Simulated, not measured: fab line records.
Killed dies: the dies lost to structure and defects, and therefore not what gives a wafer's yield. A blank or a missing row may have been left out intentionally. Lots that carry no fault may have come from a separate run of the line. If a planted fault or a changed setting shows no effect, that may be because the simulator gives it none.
Commonality check across tools ; flow gf180mcu ; 10 lots, 30 wafers sampled

== WHY IT WAS OPENED ==
Of 10 lots, 2 have the reading V3_W_RS flagged at GF_V3_RS_MEAS_24. Fault-free wafers read 0.332 ohm/sq, with a standard deviation of 0.0031.
Rule: a lot is flagged when every wafer of it that has a number lies more than 4 standard deviations from that mean, or none has a number. The rest of the lots are taken to be sound.

lot;measured;on;V3_W_RS (ohm/sq), wafer by wafer;flag
L483;day 23 10:26;film metro-03;0.335 0.334 0.333;
L485;day 23 18:16;film metro-04;0.335 0.331 0.332;
L486;day 24 04:35;film metro-03;0.331 0.337 0.332;
L489;day 25 05:41;film metro-04;0.333 0.335 0.335;
L490;day 25 12:55;film metro-03;0.336 0.338 0.334;
L491;day 26 00:58;film metro-03;0.327 0.328 0.332;
L493;day 26 10:10;film metro-04;0.332 0.336 0.332;
L494;day 26 13:05;film metro-03;0.329 0.329 0.331;
L496;day 27 04:19;film metro-04;0.229 0.230 0.229;FLAGGED
L497;day 27 12:38;film metro-04;0.230 0.231 0.231;FLAGGED
The numbers of the flagged lots are 0.230 ohm/sq on average: -0.102 ohm/sq against the usual, or -33 standard deviations.

== LOT BY LOT: THE TOOL USED ==
2 process steps preceding the reading are held in the record, out of 602 steps in the route. In each cell: the tool, then ch and the chambers that the sampled wafers went through, then the start.
lot;flag;GF_V3_STRIP_18;GF_V3_CVD_23
L483;;plasma asher-04 ch 0,1, day 23 09:40;cvd w-01 ch 0,1, day 23 10:19
L485;;plasma asher-04 ch 0,1, day 23 17:27;cvd w-01 ch 0,1, day 23 18:07
L486;;plasma asher-02 ch 0,1, day 24 03:50;cvd w-01 ch 0,1, day 24 04:28
L489;;plasma asher-01 ch 0,1, day 25 04:56;cvd w-01 ch 0,1, day 25 05:34
L490;;plasma asher-04 ch 0,1, day 25 12:03;cvd w-02 ch 1, day 25 12:43
L491;;plasma asher-04 ch 0,1, day 26 00:13;cvd w-01 ch 0,1, day 26 00:51
L493;;plasma asher-01 ch 0,1, day 26 09:24;cvd w-01 ch 0,1, day 26 10:04
L494;;plasma asher-04 ch 0,1, day 26 12:20;cvd w-01 ch 0,1, day 26 12:59
L496;FLAGGED;plasma asher-02 ch 0,1, day 27 03:34;cvd w-01 ch 0,1, day 27 04:13
L497;FLAGGED;plasma asher-02 ch 0,1, day 27 11:54;cvd w-01 ch 0,1, day 27 12:32
What the steps here do:
- GF_V3_STRIP_18: strips in O2/N2.
- GF_V3_CVD_23: deposits W, target thk 350 nm, time 104.9 s.
- GF_V3_RS_MEAS_24: measures by four-point-probe.

== FLAGGED AGAINST TOTAL, ONE TOOL AT A TIME (gauges that did the reading follow at the end) ==
step;tool;lots run;flagged;share of the flagged lots;sound lots run after its first flagged lot
GF_V3_STRIP_18;plasma asher-01;2;0;none;-
GF_V3_STRIP_18;plasma asher-02;3;2;all;0
GF_V3_STRIP_18;plasma asher-04;5;0;none;-
GF_V3_CVD_23;cvd w-01;9;2;all;0
GF_V3_CVD_23;cvd w-02;1;0;none;-
GF_V3_RS_MEAS_24;film metro-03;5;0;none;-
GF_V3_RS_MEAS_24;film metro-04;5;2;all;0

== WHAT THE TABLE ALLOWS ==
plasma asher-02 at GF_V3_STRIP_18, cvd w-01 at GF_V3_CVD_23 and film metro-04 at GF_V3_RS_MEAS_24: these 3 rows of the table ran every flagged lot.
- plasma asher-02 at GF_V3_STRIP_18 ran 3 lots, 2 of them flagged. It ran its last sound lot, L486, at day 24 03:50 and its first flagged lot, L496, at day 27 03:34: a fault with its onset between the two fits.
- cvd w-01 at GF_V3_CVD_23 ran 9 lots, 2 of them flagged. It ran its last sound lot, L494, at day 26 12:59 and its first flagged lot, L496, at day 27 04:13: a fault with its onset between the two fits. Its own readings lie more than 4 standard deviations out on every wafer of the flagged lots: susceptor temp C.
- film metro-04 at GF_V3_RS_MEAS_24 ran 5 lots, 2 of them flagged. It ran its last sound lot, L493, at day 26 10:10 and its first flagged lot, L496, at day 27 04:19: a fault with its onset between the two fits.
Because each of these 3 tools fits a fault that began at some hour, counting lots does not separate them. More lots, or a look at what each step does to the wafer, might.

== WHAT THE SIMULATOR PUT IN ==
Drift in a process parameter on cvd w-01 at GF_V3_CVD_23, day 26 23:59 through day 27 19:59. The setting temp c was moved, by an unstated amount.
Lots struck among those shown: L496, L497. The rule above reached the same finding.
